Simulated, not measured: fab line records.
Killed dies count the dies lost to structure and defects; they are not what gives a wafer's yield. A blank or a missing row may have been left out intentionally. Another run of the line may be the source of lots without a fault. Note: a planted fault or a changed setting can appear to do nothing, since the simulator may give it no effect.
Which tool did it? + flow sky130 + 11 lots with 33 wafers sampled at 3 steps, on a route of 708 steps

WHAT EACH GAUGE READ, for each wafer
SKY_VIA3_OVL_MEAS_13.
| lot  | measured     | on         | VIA3_OVL (nm) |
|------|--------------|------------|---------------|
| L691 | day 39 08:42 | overlay-02 | 5 3 11        |
| L694 | day 40 11:33 | overlay-02 | -2 6 1        |
| L697 | day 41 06:24 | overlay-01 | 4 9 6         |
| L698 | day 41 18:21 | overlay-01 | 6 5 5         |
| L699 | day 42 04:54 | overlay-02 | -1 -7 -1      |
| L703 | day 43 05:05 | overlay-02 | 7 11 6        |
| L706 | day 44 01:50 | overlay-01 | -1 6 -1       |
| L707 | day 44 02:12 | overlay-02 | -2 5 4        |
| L704 | day 44 07:00 | overlay-01 | -3 -6 -4      |
| L710 | day 44 22:29 | overlay-01 | -3 -6 -1      |
| L714 | day 45 20:04 | overlay-02 | -5 -1 -1      |

SKY_PASSIVATION_THK_MEAS_01.
| lot  | measured     | on            | PASSIVATION_CVD_00_THK (nm) |
|------|--------------|---------------|-----------------------------|
| L691 | day 43 13:21 | film-metro-04 | 88.6 88.4 89.6              |
| L694 | day 44 14:13 | film-metro-04 | 89.7 89.6 90.1              |
| L697 | day 45 07:04 | film-metro-04 | 90.3 91.8 92.2              |
| L698 | day 45 17:22 | film-metro-02 | 90.1 90.2 91.8              |
| L699 | day 46 01:46 | film-metro-03 | 89.2 89.1 90.3              |
| L703 | day 46 23:46 | film-metro-03 | 89.8 91.0 89.8              |
| L706 | day 47 19:18 | film-metro-02 | 89.8 89.4 90.9              |
| L707 | day 47 19:25 | film-metro-04 | 89.9 91.0 92.2              |
| L704 | day 48 00:17 | film-metro-04 | 89.9 90.7 90.7              |
| L710 | day 48 13:53 | film-metro-04 | 90.3 91.1 90.9              |
| L714 | day 49 07:14 | film-metro-04 | 90.5 93.0 91.7              |

TOOL THAT RAN EACH LOT (tool first, then ch and the chambers of the sampled wafers, then the start)
| lot  | SKY_CAP2M_CVD_00                |
|------|---------------------------------|
| L691 | pecvd-04 ch 1,2, day 39 10:17   |
| L694 | pecvd-04 ch 0,2, day 40 13:06   |
| L697 | pecvd-03 ch 0,2, day 41 07:56   |
| L698 | pecvd-02 ch 1,2, day 41 19:55   |
| L699 | pecvd-04 ch 0,1,2, day 42 06:27 |
| L703 | pecvd-02 ch 1,2, day 43 06:39   |
| L706 | pecvd-03 ch 0,1, day 44 03:30   |
| L707 | pecvd-04 ch 1,2, day 44 03:44   |
| L704 | pecvd-02 ch 0,1, day 44 08:43   |
| L710 | pecvd-02 ch 1,2, day 45 00:02   |
| L714 | pecvd-04 ch 0,1,2, day 45 21:42 |
- SKY_CAP2M_CVD_00: deposits SiO2, target thk 15.5 nm.

WHAT THE TOOLS THEMSELVES READ (means of the sampled wafers that have a number; where no wafer has one, the mark that the record gives instead)
SKY_CAP2M_CVD_00.
| lot  | tool     | heater-power-w (W) |
|------|----------|--------------------|
| L691 | pecvd-04 | 547                |
| L694 | pecvd-04 | 683                |
| L697 | pecvd-03 | 625                |
| L698 | pecvd-02 | 637                |
| L699 | pecvd-04 | 596                |
| L703 | pecvd-02 | 643                |
| L706 | pecvd-03 | 606                |
| L707 | pecvd-04 | 552                |
| L704 | pecvd-02 | 669                |
| L710 | pecvd-02 | 659                |
| L714 | pecvd-04 | 634                |

THE ANSWER, worked out from the rows above alone
Rule: the usual values come from the lots themselves. Put in order of their means at a reading, lots are off if they are a third of the lots or fewer, leave a main group of 4 or more, and stand apart from it by a gap of 3 or more times the standard deviation of the main group's means; of several such gaps the widest counts. A main group is skipped when, at the precision printed for the reading in the tables above, its means are all equal. Also off: a lot with no number at a reading for which 4 or more lots have one. All remaining lots with rows at the step are treated as sound. The gauges are gone through in route order, then the tools' own readings, and for those a lot's mean is taken as printed above. At the first step where some lot is off, the reading lying furthest off is the one used; lots without a number count as furthest.
No lot is off at any reading shown: from this, nothing can be told.

WHAT WAS PUT IN BY THE SIMULATOR
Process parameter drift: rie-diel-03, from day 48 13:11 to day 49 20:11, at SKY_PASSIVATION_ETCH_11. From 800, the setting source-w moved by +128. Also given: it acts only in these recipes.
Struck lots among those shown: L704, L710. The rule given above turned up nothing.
